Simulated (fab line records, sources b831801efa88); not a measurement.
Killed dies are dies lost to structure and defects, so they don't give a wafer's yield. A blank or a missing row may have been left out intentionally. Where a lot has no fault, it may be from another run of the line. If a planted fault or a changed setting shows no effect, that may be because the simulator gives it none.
The tool behind it: which one?	flow gf180mcu	Sampling: 13 lots, 39 wafers, 4 of 602 route steps

## WHAT THE GAUGES READ, wafer by wafer
GF_M2_RS_MEAS_05: a four-point-probe measurement. Usual: M2_ALCU_RS 0.0690 ohm/sq, standard deviation 0.001.
lot	measured	on	M2_ALCU_RS (ohm/sq)	flag
L973	day 18 10:32	film-metro-02	0.0696 0.0690 0.0699	
L975	day 18 21:02	film-metro-04	0.0693 0.0692 0.0680	
L977	day 19 17:13	film-metro-01	0.0685 0.0680 0.0684	
L978	day 19 22:59	film-metro-01	0.0713 0.0705 0.0711	
L982	day 21 14:08	film-metro-02	0.0696 0.0684 0.0696	
L983	day 21 21:20	film-metro-02	0.0692 0.0691 0.0684	
L989	day 23 19:56	film-metro-04	0.0687 0.0680 0.0689	
L991	day 24 16:50	film-metro-04	0.0683 0.0685 0.0686	
L992	day 24 23:07	film-metro-01	0.0679 0.0664 0.0670	
L993	day 25 03:43	film-metro-01	0.0690 0.0680 0.0681	
L994	day 25 12:18	film-metro-01	0.0681 0.0692 0.0680	
L995	day 25 20:11	film-metro-04	0.0676 0.0705 0.0691	
L996	day 26 11:41	film-metro-02	0.0668 0.0675 0.0686	

GF_M4_RS_MEAS_05: a four-point-probe measurement. Usual: M4_ALCU_RS 0.0694 ohm/sq, standard deviation 0.00066.
lot	measured	on	M4_ALCU_RS (ohm/sq)	flag
L973	day 22 15:45	film-metro-04	0.0697 0.0700 0.0703	
L975	day 23 02:40	film-metro-04	0.0685 0.0697 0.0690	
L977	day 23 20:22	film-metro-01	0.0689 0.0687 0.0686	
L978	day 24 03:08	film-metro-01	0.0695 0.0700 0.0707	
L982	day 25 13:55	film-metro-02	0.0698 0.0690 0.0689	
L983	day 25 21:56	film-metro-04	0.0706 0.0684 0.0691	
L989	day 27 14:21	film-metro-04	0.0709 0.0695 0.0698	
L993	day 28 21:24	film-metro-02	0.0698 0.0694 0.0699	
L994	day 29 03:57	film-metro-04	0.0701 0.0703 0.0688	
L995	day 29 10:08	film-metro-04	0.0696 0.0683 0.0688	
L996	day 30 00:55	film-metro-01	0.0695 0.0696 0.0695	

GF_M4_OVL_MEAS_15. Usual: M4_OVL -2 nm, standard deviation 5.5.
lot	measured	on	M4_OVL (nm)	flag
L973	day 23 14:51	overlay-02	3 2 5	
L975	day 24 01:09	overlay-01	9 2 8	
L977	day 24 18:42	overlay-01	-4 -3 -4	
L978	day 25 00:54	overlay-02	-2 -4 -6	
L982	day 26 10:24	overlay-01	-11 -10 -8	
L983	day 26 18:35	overlay-02	3 5 2	
L989	day 28 10:20	overlay-02	1 1 4	
L993	day 29 16:14	overlay-01	0 3 -6	
L994	day 29 22:44	overlay-01	8 6 2	
L995	day 30 04:47	overlay-02	-3 5 -4	
L996	day 30 19:32	overlay-01	-10 -5 -9	

## TOOL THAT RAN EACH LOT (tool first, then ch and the chambers of the sampled wafers, then the start)
lot	GF_V3_STRIP_18
L973	plasma-asher-04 ch 0,1, day 22 14:17
L975	plasma-asher-03 ch 0,1, day 23 01:13
L977	plasma-asher-04 ch 0,1, day 23 18:49
L978	plasma-asher-03 ch 0,1, day 24 01:40
L982	plasma-asher-02 ch 0,1, day 25 12:16
L983	plasma-asher-02 ch 0,1, day 25 20:29
L989	plasma-asher-02 ch 0,1, day 27 12:40
L991	plasma-asher-02 ch 0,1, day 28 07:17
L992	plasma-asher-02 ch 0,1, day 28 14:43
L993	plasma-asher-02 ch 0,1, day 28 18:28
L994	plasma-asher-02 ch 0,1, day 29 02:28
L995	plasma-asher-03 ch 0,1, day 29 08:41
L996	plasma-asher-03 ch 0,1, day 29 23:29
- GF_V3_STRIP_18: strips in O2/N2.

## AS READ BY THE TOOLS THEMSELVES (means over the sampled wafers that have a number; for cases with no such wafer, the mark the record gives instead)
GF_V3_STRIP_18. Usual: chamber-pressure-mTorr 1500.1 mTorr, standard deviation 1.4; drypump-motor-current-A 5.7 A, standard deviation 0.59; heater-power-w 313 W, standard deviation 26; o2-flow-sccm 3000 sccm, standard deviation 9.6; oes-product-au 0.593 a.u., standard deviation 0.0053.
lot	tool	chamber-pressure-mTorr (mTorr)	drypump-motor-current-A (A)	heater-power-w (W)	o2-flow-sccm (sccm)	oes-product-au (a.u.)	flag
L973	plasma-asher-04	1499.6	5.6	300	3003	0.592	
L975	plasma-asher-03	1501.0	6.0	294	3002	0.587	
L977	plasma-asher-04	1500.5	5.6	300	2991	0.591	
L978	plasma-asher-03	1501.0	6.1	296	3005	0.593	
L982	plasma-asher-02	1499.7	6.0	335	3011	0.597	
L983	plasma-asher-02	1499.5	6.0	333	2997	0.599	
L989	plasma-asher-02	1501.1	6.0	331	3006	0.593	
L991	plasma-asher-02	-	-	-	-	-	OFF
L992	plasma-asher-02	-	-	-	-	-	OFF
L993	plasma-asher-02	1499.2	5.7	327	3005	0.591	
L994	plasma-asher-02	1499.7	5.7	326	2996	0.597	
L995	plasma-asher-03	1498.6	6.1	328	3006	0.591	
L996	plasma-asher-03	1500.0	6.1	291	2988	0.594	

## THE ANSWER, worked out from the rows above alone
Rule: a lot counts as off when the mean over its wafers that have a number is more than 3 standard deviations away from the usual mean. A lot without any number at a reading at which 4 lots or more have one is off too. All remaining lots with rows at the step are treated as sound. After the gauges, taken in route order, come the tools' own readings; for these a lot's mean is taken, as printed above. The first step at which some lot is off is used, and at that step the reading that is off furthest; a lot without a number counts as furthest.
Off: L991, L992, at GF_V3_STRIP_18 (chamber-pressure-mTorr). Without a number there: L991, L992.
If a tool, at that step or one of the process steps before it, ran each lot that is off and ran no sound lot following the first of them, it fits. Not one of the candidates tried fits.

## WHAT HAD BEEN PUT IN BY THE SIMULATOR
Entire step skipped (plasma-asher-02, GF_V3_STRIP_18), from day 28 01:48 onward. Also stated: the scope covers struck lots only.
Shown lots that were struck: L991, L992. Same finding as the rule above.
